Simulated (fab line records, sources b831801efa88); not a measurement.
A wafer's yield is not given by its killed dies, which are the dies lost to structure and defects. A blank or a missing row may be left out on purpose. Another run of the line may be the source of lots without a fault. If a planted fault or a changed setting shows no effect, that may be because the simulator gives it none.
The tool behind it: which one?	flow sky130	11 lots with 33 wafers sampled at 2 steps, on a route of 708 steps

== WHAT EACH GAUGE READ, for each wafer ==
SKY_SONOS_TUNNEL_OVL_MEAS_08. Usual: for SONOS_TUNNEL_OVL the level is 0.1 nm and the standard deviation is 1.4.
lot	measured	on	SONOS_TUNNEL_OVL (nm)	flag
L461	day 11 16:12	overlay-02	-0.3 0.3 0.9	
L465	day 13 02:47	overlay-02	0.3 -0.9 -0.6	
L466	day 13 08:27	overlay-01	-2.6 -0.4 -1.7	
L467	day 13 18:18	overlay-02	0.7 0.9 0.2	
L471	day 14 21:22	overlay-01	0.9 0.4 0.0	
L474	day 16 03:31	overlay-02	-3.2 -2.5 -2.4	
L477	day 17 03:53	overlay-01	-0.2 -0.8 1.0	
L481	day 18 00:04	overlay-02	-0.3 0.4 -1.9	
L480	day 18 04:08	overlay-02	1.9 0.8 1.6	
L482	day 18 10:48	overlay-01	0.7 1.5 0.1	
L483	day 18 23:11	overlay-02	0.7 2.8 1.0	

== EACH LOT AND THE TOOL THAT RAN IT (in order: tool; ch and the chambers of the sampled wafers; start) ==
lot	SKY_FIELD_ISO_STRIP_16
L461	plasma_asher-03 ch 0,1, day 2 11:15
L465	plasma_asher-03 ch 0,1, day 3 06:48
L466	plasma_asher-02 ch 0,1, day 3 13:07
L467	plasma_asher-04 ch 0,1, day 3 20:53
L471	plasma_asher-03 ch 0,1, day 4 14:55
L474	plasma_asher-02 ch 0,1, day 5 04:51
L477	plasma_asher-03 ch 0,1, day 5 22:37
L481	plasma_asher-02 ch 0, day 6 16:53
L480	plasma_asher-02 ch 0,1, day 6 18:09
L482	plasma_asher-02 ch 0,1, day 7 00:32
L483	plasma_asher-02 ch 0,1, day 7 05:54
- SKY_FIELD_ISO_STRIP_16: strips in O2/N2.

== WHAT THE TOOLS THEMSELVES READ (means of the sampled wafers that have a number; where no wafer has one, the mark that the record gives instead) ==
SKY_FIELD_ISO_STRIP_16. Usual: chamber_pressure_mTorr 1500.0 mTorr, standard deviation 1.3; drypump_motor_current_A 5.57 A, standard deviation 0.27; oes_product_au 0.378 a.u., standard deviation 0.0047; strip_time_to_endpoint_s 3.57 s, standard deviation 0.047.
lot	tool	chamber_pressure_mTorr (mTorr)	drypump_motor_current_A (A)	oes_product_au (a.u.)	strip_time_to_endpoint_s (s)	flag
L461	plasma_asher-03	1500.0	5.43	0.380	3.56	
L465	plasma_asher-03	1499.2	5.57	0.383	3.59	
L466	plasma_asher-02	1500.0	5.42	0.381	3.57	
L467	plasma_asher-04	1500.5	5.75	0.382	3.56	
L471	plasma_asher-03	1500.6	5.58	0.379	3.59	
L474	plasma_asher-02	1500.1	5.59	0.375	3.53	
L477	plasma_asher-03	1499.5	5.57	0.378	3.59	
L481	plasma_asher-02	1498.8	5.76	0.379	3.57	
L480	plasma_asher-02	1500.7	5.44	0.377	3.58	
L482	plasma_asher-02	1500.6	5.60	0.377	3.50	
L483	plasma_asher-02	1499.7	5.42	0.379	3.57	

== THE ANSWER, worked out from the rows above alone ==
Rule: take the mean of a lot's wafers that have a number; if it is more than 3 standard deviations from the usual mean, the lot is off. A lot without any number at a reading at which 4 lots or more have one is off too. Any other lot the step has rows for is counted as sound. Order of review: gauges by route order, followed by the tools' own readings, for which a lot's mean as printed above is used. At the first step where some lot is off, the reading lying furthest off is the one used; lots without a number count as furthest.
No lot is off on any of the readings shown, so nothing can be concluded from this.

== WHAT WAS PUT IN BY THE SIMULATOR ==
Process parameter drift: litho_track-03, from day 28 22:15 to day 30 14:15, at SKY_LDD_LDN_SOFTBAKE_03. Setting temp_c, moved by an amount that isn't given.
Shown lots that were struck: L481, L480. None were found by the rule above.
